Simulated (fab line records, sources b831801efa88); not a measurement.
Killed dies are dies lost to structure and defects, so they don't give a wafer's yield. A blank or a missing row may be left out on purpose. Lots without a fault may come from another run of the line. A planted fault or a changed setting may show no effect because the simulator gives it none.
Chamber matching | flow gf180mcu | GF_M5_ETCH_09 on rie_diel-04: 4 sister chambers
The step etches Si3N4 in CF4/O2, target depth 52 nm, time 11.6 s. 16 wafers are shown with their chamber, then 8 later ones without.

WAFERS WITH THEIR CHAMBER
wafer  | chamber | drypump_motor_current_A (A) | oes_product_au (a.u.) | throttle_valve_pct (%)
L609.2 | 1       | 5.5                         | 1.006                 | 5.982
L609.4 | 0       | 6.0                         | 1.019                 | 5.983
L609.5 | 1       | 5.5                         | 1.002                 | 5.968
L610.3 | 0       | 6.0                         | 1.013                 | 5.980
L610.5 | 0       | 6.1                         | 1.024                 | 5.982
L610.6 | 3       | 6.0                         | 1.024                 | 5.969
L611.2 | 1       | 5.5                         | 0.991                 | 5.964
L611.3 | 0       | 6.1                         | 1.007                 | 5.982
L611.4 | 3       | 6.0                         | 1.010                 | 5.969
L613.1 | 1       | 5.5                         | 1.010                 | 5.972
L613.4 | 2       | 5.9                         | 1.018                 | 5.969
L613.5 | 2       | 5.8                         | 1.012                 | 5.976
L614.1 | 0       | 6.1                         | 1.012                 | 5.962
L614.2 | 3       | 6.0                         | 1.021                 | 5.987
L614.4 | 1       | 5.5                         | 1.004                 | 5.976
L618.1 | 3       | 6.0                         | 1.013                 | 5.976

SIGNATURES (means of the wafers above)
reading                 | chamber 0 | chamber 1 | chamber 2 | chamber 3 | scatter within a chamber
drypump_motor_current_A | 6.060     | 5.500     | 5.850     | 6.000     | 0.0376
oes_product_au          | 1.01500   | 1.00260   | 1.01500   | 1.01700   | 0.00662
throttle_valve_pct      | 5.97780   | 5.97240   | 5.97250   | 5.97525   | 0.00792
Rule: a wafer's distance from a chamber is the root of the sum, over the readings, of the square of ((its reading less the chamber's mean) divided by the reading's scatter). The wafer belongs to the nearest chamber; if the next one is less than 2 further off, it can't be placed. The scatter: the root of (the sum of the squares of (reading less its chamber's mean) over the shown wafers, divided by (wafers less chambers)).

WAFERS WITHOUT THEIR CHAMBER
wafer  | drypump_motor_current_A (A) | oes_product_au (a.u.) | throttle_valve_pct (%)
L618.3 | 5.6                         | 1.006                 | 5.963
L618.4 | 5.6                         | 1.003                 | 5.972
L621.1 | 6.0                         | 1.019                 | 5.974
L621.2 | 5.9                         | 1.020                 | 5.989
L621.3 | 6.0                         | 1.021                 | 5.981
L625.1 | 6.0                         | 1.019                 | 5.995
L625.3 | 6.0                         | 1.022                 | 5.970
L625.6 | 5.5                         | 0.994                 | 5.975

WHICH CHAMBER EACH WENT THROUGH
wafer  | from the rows above          | in truth
L618.3 | 1                            | 1
L618.4 | 1                            | 1
L621.1 | can't be placed: 3 or 0      | 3
L621.2 | can't be placed: 2 or 3 or 0 | 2
L621.3 | can't be placed: 3 or 0      | 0
L625.1 | can't be placed: 3 or 0      | 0
L625.3 | can't be placed: 3 or 0      | 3
L625.6 | 1                            | 1
Placed correctly: 3 of 8. Can't be placed from these rows: 5 (the true chamber is among the candidates in 5). Placed wrongly: 0.
